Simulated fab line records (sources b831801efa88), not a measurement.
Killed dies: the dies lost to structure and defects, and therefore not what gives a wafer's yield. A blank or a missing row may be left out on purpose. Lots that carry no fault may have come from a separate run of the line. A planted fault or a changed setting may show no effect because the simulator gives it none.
The tool behind it: which one? || flow sky130 || 11 lots with 33 wafers sampled at 6 steps, on a route of 708 steps

== WHAT THE GAUGES READ, wafer by wafer ==
SKY_LDD_N_TW_MEAS_17.
{"lot": "L884", "measured": "day 17 16:32", "on": "film_metro-04", "LDD_N_TW": "2555 2554 2567"}
{"lot": "L885", "measured": "day 17 19:13", "on": "film_metro-01", "LDD_N_TW": "2587 2577 2580"}
{"lot": "L889", "measured": "day 19 23:43", "on": "film_metro-03", "LDD_N_TW": "2577 2581 2581"}
{"lot": "L896", "measured": "day 22 11:07", "on": "film_metro-01", "LDD_N_TW": "2582 2589 2601"}
{"lot": "L897", "measured": "day 22 17:16", "on": "film_metro-04", "LDD_N_TW": "2498 2496 2472"}
{"lot": "L898", "measured": "day 23 03:14", "on": "film_metro-04", "LDD_N_TW": "2493 2482 2488"}
{"lot": "L899", "measured": "day 23 12:28", "on": "film_metro-03", "LDD_N_TW": "2585 2580 2593"}
{"lot": "L900", "measured": "day 23 17:29", "on": "film_metro-01", "LDD_N_TW": "2589 2586 2584"}
{"lot": "L904", "measured": "day 25 06:04", "on": "film_metro-01", "LDD_N_TW": "2583 2579 2575"}
{"lot": "L905", "measured": "day 25 10:50", "on": "film_metro-04", "LDD_N_TW": "2553 2549 2548"}
{"lot": "L906", "measured": "day 25 14:31", "on": "film_metro-01", "LDD_N_TW": "2578 2580 2584"}

SKY_CONTACT_THK_MEAS_26: measures by xrf.
{"lot": "L884", "measured": "day 31 13:02", "on": "film_metro-01", "CONTACT_W_THK (nm)": "345 342 346"}
{"lot": "L885", "measured": "day 31 14:58", "on": "film_metro-01", "CONTACT_W_THK (nm)": "347 336 345"}
{"lot": "L889", "measured": "day 33 15:57", "on": "film_metro-01", "CONTACT_W_THK (nm)": "344 354 344"}
{"lot": "L896", "measured": "day 35 20:59", "on": "film_metro-01", "CONTACT_W_THK (nm)": "338 350 345"}
{"lot": "L897", "measured": "day 35 21:16", "on": "film_metro-04", "CONTACT_W_THK (nm)": "346 347 341"}
{"lot": "L898", "measured": "day 36 07:28", "on": "film_metro-01", "CONTACT_W_THK (nm)": "347 345 353"}
{"lot": "L899", "measured": "day 36 15:52", "on": "film_metro-03", "CONTACT_W_THK (nm)": "342 351 345"}
{"lot": "L900", "measured": "day 36 21:46", "on": "film_metro-01", "CONTACT_W_THK (nm)": "348 352 354"}
{"lot": "L904", "measured": "day 38 04:36", "on": "film_metro-03", "CONTACT_W_THK (nm)": "346 347 342"}
{"lot": "L905", "measured": "day 38 05:51", "on": "film_metro-01", "CONTACT_W_THK (nm)": "354 344 341"}
{"lot": "L906", "measured": "day 38 11:21", "on": "film_metro-04", "CONTACT_W_THK (nm)": "343 341 343"}

SKY_METAL1_THK_MEAS_06: measures by xrf.
{"lot": "L884", "measured": "day 31 13:40", "on": "film_metro-04", "METAL1_ALCU_THK (nm)": "254.7 251.8 251.6"}
{"lot": "L885", "measured": "day 31 15:35", "on": "film_metro-03", "METAL1_ALCU_THK (nm)": "253.4 248.3 251.5"}
{"lot": "L889", "measured": "day 33 16:34", "on": "film_metro-04", "METAL1_ALCU_THK (nm)": "253.4 254.0 252.3"}
{"lot": "L896", "measured": "day 35 21:36", "on": "film_metro-04", "METAL1_ALCU_THK (nm)": "257.0 255.4 255.3"}
{"lot": "L897", "measured": "day 35 21:53", "on": "film_metro-02", "METAL1_ALCU_THK (nm)": "253.3 253.7 254.6"}
{"lot": "L898", "measured": "day 36 08:05", "on": "film_metro-02", "METAL1_ALCU_THK (nm)": "258.8 253.4 257.9"}
{"lot": "L899", "measured": "day 36 16:29", "on": "film_metro-03", "METAL1_ALCU_THK (nm)": "247.6 249.4 251.0"}
{"lot": "L900", "measured": "day 36 22:23", "on": "film_metro-02", "METAL1_ALCU_THK (nm)": "257.0 250.8 253.4"}
{"lot": "L904", "measured": "day 38 05:13", "on": "film_metro-02", "METAL1_ALCU_THK (nm)": "257.9 255.3 256.9"}
{"lot": "L905", "measured": "day 38 06:28", "on": "film_metro-02", "METAL1_ALCU_THK (nm)": "252.0 253.4 252.0"}
{"lot": "L906", "measured": "day 38 11:58", "on": "film_metro-04", "METAL1_ALCU_THK (nm)": "251.8 253.1 252.8"}

== WHAT TOOL EACH LOT RAN ON (gives the tool, then ch and the chambers of the sampled wafers, and finally the start) ==
{"lot": "L884", "SKY_LDD_N_IMPLANT_10": "implanter-02 ch 0, day 17 15:32", "SKY_LDD_N_STRIP_16": "plasma_asher-04 ch 0,1, day 17 16:26", "SKY_CONTACT_CMP_04": "cmp-02 ch 1,2,3, day 30 08:50"}
{"lot": "L885", "SKY_LDD_N_IMPLANT_10": "implanter-02 ch 0, day 17 18:15", "SKY_LDD_N_STRIP_16": "plasma_asher-02 ch 0,1, day 17 19:08", "SKY_CONTACT_CMP_04": "cmp-01 ch 0,2,3, day 30 10:25"}
{"lot": "L889", "SKY_LDD_N_IMPLANT_10": "implanter-02 ch 0, day 19 22:43", "SKY_LDD_N_STRIP_16": "plasma_asher-01 ch 0,1, day 19 23:36", "SKY_CONTACT_CMP_04": "cmp-02 ch 0,1,2, day 32 11:55"}
{"lot": "L896", "SKY_LDD_N_IMPLANT_10": "implanter-03 ch 0, day 22 10:07", "SKY_LDD_N_STRIP_16": "plasma_asher-02 ch 0,1, day 22 11:01", "SKY_CONTACT_CMP_04": "cmp-01 ch 0,1,3, day 34 16:52"}
{"lot": "L897", "SKY_LDD_N_IMPLANT_10": "implanter-02 ch 0, day 22 16:19", "SKY_LDD_N_STRIP_16": "plasma_asher-01 ch 0,1, day 22 17:10", "SKY_CONTACT_CMP_04": "cmp-02 ch 0,2,3, day 34 17:25"}
{"lot": "L898", "SKY_LDD_N_IMPLANT_10": "implanter-02 ch 0, day 23 02:14", "SKY_LDD_N_STRIP_16": "plasma_asher-02 ch 0,1, day 23 03:08", "SKY_CONTACT_CMP_04": "cmp-02 ch 0,1,3, day 35 03:43"}
{"lot": "L899", "SKY_LDD_N_IMPLANT_10": "implanter-03 ch 0, day 23 11:28", "SKY_LDD_N_STRIP_16": "plasma_asher-02 ch 0,1, day 23 12:22", "SKY_CONTACT_CMP_04": "cmp-02 ch 1,2, day 35 11:50"}
{"lot": "L900", "SKY_LDD_N_IMPLANT_10": "implanter-03 ch 0, day 23 16:30", "SKY_LDD_N_STRIP_16": "plasma_asher-01 ch 0,1, day 23 17:22", "SKY_CONTACT_CMP_04": "cmp-02 ch 1,3, day 35 18:08"}
{"lot": "L904", "SKY_LDD_N_IMPLANT_10": "implanter-03 ch 0, day 25 05:07", "SKY_LDD_N_STRIP_16": "plasma_asher-01 ch 0,1, day 25 05:58", "SKY_CONTACT_CMP_04": "cmp-01 ch 0,2,3, day 37 00:41"}
{"lot": "L905", "SKY_LDD_N_IMPLANT_10": "implanter-03 ch 0, day 25 09:50", "SKY_LDD_N_STRIP_16": "plasma_asher-04 ch 1, day 25 10:44", "SKY_CONTACT_CMP_04": "cmp-01 ch 1,3, day 37 02:18"}
{"lot": "L906", "SKY_LDD_N_IMPLANT_10": "implanter-02 ch 0, day 25 13:31", "SKY_LDD_N_STRIP_16": "plasma_asher-02 ch 1, day 25 14:24", "SKY_CONTACT_CMP_04": "cmp-01 ch 0,1,2, day 37 08:27"}
- SKY_LDD_N_IMPLANT_10
- SKY_LDD_N_STRIP_16: strips in O2/N2.
- SKY_CONTACT_CMP_04: polishes SiO2.

== WHAT THE TOOLS THEMSELVES READ (means of the sampled wafers that have a number; where no wafer has one, the mark that the record gives instead) ==
SKY_LDD_N_IMPLANT_10.
{"lot": "L884", "tool": "implanter-02", "dose_ions_cm2": 7.514e+13, "faraday_current_uA": 428}
{"lot": "L885", "tool": "implanter-02", "dose_ions_cm2": 7.502e+13, "faraday_current_uA": 428}
{"lot": "L889", "tool": "implanter-02", "dose_ions_cm2": 7.497e+13, "faraday_current_uA": 425}
{"lot": "L896", "tool": "implanter-03", "dose_ions_cm2": 7.496e+13, "faraday_current_uA": 429}
{"lot": "L897", "tool": "implanter-02", "dose_ions_cm2": 3.610e+13, "faraday_current_uA": 202}
{"lot": "L898", "tool": "implanter-02", "dose_ions_cm2": 3.617e+13, "faraday_current_uA": 201}
{"lot": "L899", "tool": "implanter-03", "dose_ions_cm2": 7.512e+13, "faraday_current_uA": 422}
{"lot": "L900", "tool": "implanter-03", "dose_ions_cm2": 7.495e+13, "faraday_current_uA": 418}
{"lot": "L904", "tool": "implanter-03", "dose_ions_cm2": 7.494e+13, "faraday_current_uA": 419}
{"lot": "L905", "tool": "implanter-03", "dose_ions_cm2": 7.497e+13, "faraday_current_uA": 423}
{"lot": "L906", "tool": "implanter-02", "dose_ions_cm2": 7.511e+13, "faraday_current_uA": 422}

SKY_LDD_N_STRIP_16.
{"lot": "L884", "tool": "plasma_asher-04", "drypump_motor_current_A (A)": 5.7, "oes_product_au (a.u.)": 0.410, "strip_time_to_endpoint_s (s)": 4.329}
{"lot": "L885", "tool": "plasma_asher-02", "drypump_motor_current_A (A)": 6.5, "oes_product_au (a.u.)": 0.406, "strip_time_to_endpoint_s (s)": 4.306}
{"lot": "L889", "tool": "plasma_asher-01", "drypump_motor_current_A (A)": 5.8, "oes_product_au (a.u.)": 0.409, "strip_time_to_endpoint_s (s)": 4.306}
{"lot": "L896", "tool": "plasma_asher-02", "drypump_motor_current_A (A)": 6.5, "oes_product_au (a.u.)": 0.406, "strip_time_to_endpoint_s (s)": 4.306}
{"lot": "L897", "tool": "plasma_asher-01", "drypump_motor_current_A (A)": 6.2, "oes_product_au (a.u.)": 0.408, "strip_time_to_endpoint_s (s)": 4.210}
{"lot": "L898", "tool": "plasma_asher-02", "drypump_motor_current_A (A)": 6.5, "oes_product_au (a.u.)": 0.404, "strip_time_to_endpoint_s (s)": 4.192}
{"lot": "L899", "tool": "plasma_asher-02", "drypump_motor_current_A (A)": 6.6, "oes_product_au (a.u.)": 0.402, "strip_time_to_endpoint_s (s)": 4.296}
{"lot": "L900", "tool": "plasma_asher-01", "drypump_motor_current_A (A)": 5.8, "oes_product_au (a.u.)": 0.405, "strip_time_to_endpoint_s (s)": 4.298}
{"lot": "L904", "tool": "plasma_asher-01", "drypump_motor_current_A (A)": 6.2, "oes_product_au (a.u.)": 0.409, "strip_time_to_endpoint_s (s)": 4.317}
{"lot": "L905", "tool": "plasma_asher-04", "drypump_motor_current_A (A)": 6.0, "oes_product_au (a.u.)": 0.406, "strip_time_to_endpoint_s (s)": 4.351}
{"lot": "L906", "tool": "plasma_asher-02", "drypump_motor_current_A (A)": 6.4, "oes_product_au (a.u.)": 0.410, "strip_time_to_endpoint_s (s)": 4.309}

SKY_CONTACT_CMP_04.
{"lot": "L884", "tool": "cmp-02", "edge_zone_pressure_frac": 1.002, "motor_current_A (A)": 11.5, "time_to_endpoint_s (s)": 80}
{"lot": "L885", "tool": "cmp-01", "edge_zone_pressure_frac": 1.000, "motor_current_A (A)": 12.8, "time_to_endpoint_s (s)": 82}
{"lot": "L889", "tool": "cmp-02", "edge_zone_pressure_frac": 1.002, "motor_current_A (A)": 12.2, "time_to_endpoint_s (s)": 81}
{"lot": "L896", "tool": "cmp-01", "edge_zone_pressure_frac": 1.000, "motor_current_A (A)": 11.6, "time_to_endpoint_s (s)": 81}
{"lot": "L897", "tool": "cmp-02", "edge_zone_pressure_frac": 0.996, "motor_current_A (A)": 11.1, "time_to_endpoint_s (s)": 80}
{"lot": "L898", "tool": "cmp-02", "edge_zone_pressure_frac": 1.004, "motor_current_A (A)": 11.9, "time_to_endpoint_s (s)": 80}
{"lot": "L899", "tool": "cmp-02", "edge_zone_pressure_frac": 1.003, "motor_current_A (A)": 11.9, "time_to_endpoint_s (s)": 82}
{"lot": "L900", "tool": "cmp-02", "edge_zone_pressure_frac": 0.999, "motor_current_A (A)": 11.0, "time_to_endpoint_s (s)": 85}
{"lot": "L904", "tool": "cmp-01", "edge_zone_pressure_frac": 1.001, "motor_current_A (A)": 12.4, "time_to_endpoint_s (s)": 81}
{"lot": "L905", "tool": "cmp-01", "edge_zone_pressure_frac": 1.005, "motor_current_A (A)": 11.6, "time_to_endpoint_s (s)": 84}
{"lot": "L906", "tool": "cmp-01", "edge_zone_pressure_frac": 1.001, "motor_current_A (A)": 12.1, "time_to_endpoint_s (s)": 83}

== THE ANSWER, worked out from the rows above alone ==
Rule: the usual values come from the lots themselves. Put in order of their means at a reading, lots are off if they are a third of the lots or fewer, leave a main group of 4 or more, and stand apart from it by a gap of 3 or more times the standard deviation of the main group's means; of several such gaps the widest counts. A main group is skipped when, at the precision printed for the reading in the tables above, its means are all equal. Also off: a lot with no number at a reading for which 4 or more lots have one. All remaining lots with rows at the step are treated as sound. After the gauges, taken in route order, come the tools' own readings; for these a lot's mean is taken, as printed above. At the first step where some lot is off, the reading lying furthest off is the one used; lots without a number count as furthest.
Off: at SKY_LDD_N_TW_MEAS_17 (LDD_N_TW), L897, L898. The main group: mean 2577, standard deviation 13.
A tool fits if, at a process step before that reading, it ran every lot that is off, and no sound lot after the first of them. Not tried: the gauges at SKY_LDD_N_TW_MEAS_17; whatever is off there is also off at SKY_LDD_N_IMPLANT_10, on other tools, and gauge error can't account for it. None of those tried fits.

== WHAT HAD BEEN PUT IN BY THE SIMULATOR ==
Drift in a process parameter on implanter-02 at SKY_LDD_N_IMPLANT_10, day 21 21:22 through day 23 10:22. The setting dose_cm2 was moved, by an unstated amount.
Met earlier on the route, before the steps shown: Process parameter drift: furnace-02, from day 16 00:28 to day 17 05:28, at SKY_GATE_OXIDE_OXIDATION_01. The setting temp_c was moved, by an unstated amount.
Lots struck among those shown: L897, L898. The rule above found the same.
